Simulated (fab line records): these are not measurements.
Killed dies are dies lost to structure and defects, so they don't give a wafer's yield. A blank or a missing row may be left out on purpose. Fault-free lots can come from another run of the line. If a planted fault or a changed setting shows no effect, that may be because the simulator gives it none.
One fault seen from 2 desks + flow sky130 + what lay behind the numbers comes last; until then each desk has only its own

## AT THE METROLOGY DESK
What the gauges read, lot by lot, whatever tool the lot ran on: means of the sampled wafers that have a number. The brackets show how far a lot's mean lies from the usual mean; more than 4 standard deviations puts the lot out of limits, marked OUT.
Columns: A = SONOS_ONO_CVD_02_THK at SKY_SONOS_ONO_THK_MEAS_03, usual 10.51 nm; B = SONOS_ONO_CVD_04_THK at SKY_SONOS_ONO_THK_MEAS_05, usual 5.74 nm; C = cdNm at SKY_SONOS_ONO_CD_MEAS_13, usual 410.2 nm; D = SONOS_ONO_OVL at SKY_SONOS_ONO_OVL_MEAS_14, usual 0.2 nm
| lot  | first seen here | A     | B    | C     | D    |
|------|-----------------|-------|------|-------|------|
| L991 | day 11 19:37    | 10.46 | 5.60 | 415.2 | 0.9  |
| L995 | day 13 09:29    | 10.28 | 5.74 | 409.0 | -1.5 |
| L104 | day 16 05:32    | 10.53 | 5.76 | 411.9 | 2.1  |
| L106 | day 16 15:19    | 10.73 | 5.78 | 410.3 | 0.1  |
| L110 | day 18 04:08    | 10.71 | 5.93 | 408.7 | -0.4 |
| L113 | day 19 05:31    | 10.41 | 5.76 | 411.1 | -0.1 |
This desk's verdict: no lot among the 6 shows anything out of limits.

## TOOL OWNER'S DESK, rieDiel-02
The tool's own readings at SKY_SONOS_ONO_ETCH_15 (etches the open film in CHF3/O2, target depth 19.52 nm, time 7.8 s): means of the sampled wafers that have a number, for each lot that ran on this tool. The brackets show how far a lot's mean lies from the usual mean; more than 4 standard deviations puts the lot out of limits, marked OUT.
Columns: A = O2_flow_sccm at SKY_SONOS_ONO_ETCH_15, usual 5.000 sccm; B = biasW at SKY_SONOS_ONO_ETCH_15, usual 199.9 W; C = drypumpMotorCurrentA at SKY_SONOS_ONO_ETCH_15, usual 5.6 A; D = oesProductAu at SKY_SONOS_ONO_ETCH_15, usual 1.002 a.u.; E = rfFwdPowerW at SKY_SONOS_ONO_ETCH_15, usual 588.3 W; F = throttleValvePct at SKY_SONOS_ONO_ETCH_15, usual 8.824 %
| lot  | first seen here | A     | B     | C   | D               | E     | F     |
|------|-----------------|-------|-------|-----|-----------------|-------|-------|
| L991 | day 12 21:08    | 5.001 | 200.2 | 5.8 | 1.000           | 589.2 | 8.819 |
| L104 | day 17 11:44    | 5.004 | 199.7 | 5.8 | 0.898 (-14) OUT | 588.1 | 8.802 |
| L106 | day 17 22:17    | 5.001 | 200.0 | 5.6 | 0.902 (-13) OUT | 586.4 | 8.806 |
| L113 | day 20 14:02    | 5.007 | 200.2 | 5.7 | 1.002           | 590.6 | 8.818 |
Finding of this desk: L104, L106 out of limits; the first was L104 at day 17 11:44, on oesProductAu at SKY_SONOS_ONO_ETCH_15. In limits: L991, L113.

## ALL TOGETHER
An alarm could have come from the tool owner's desk at day 17 11:44, on L104, L106.
At the metrology desk, nothing out of limits was observed.
The metrology desk holds a record of L104, L106, inside its limits.
On rieDiel-02, each named lot ran SKY_SONOS_ONO_ETCH_15.

## WHAT WAS PUT IN BY THE SIMULATOR
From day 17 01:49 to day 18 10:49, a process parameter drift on rieDiel-02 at SKY_SONOS_ONO_ETCH_15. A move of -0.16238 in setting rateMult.
Shown lots that were struck: L104, L106.
How many hours passed from the start of the fault until each desk's first out-of-limits reading: the tool owner's desk, 10.
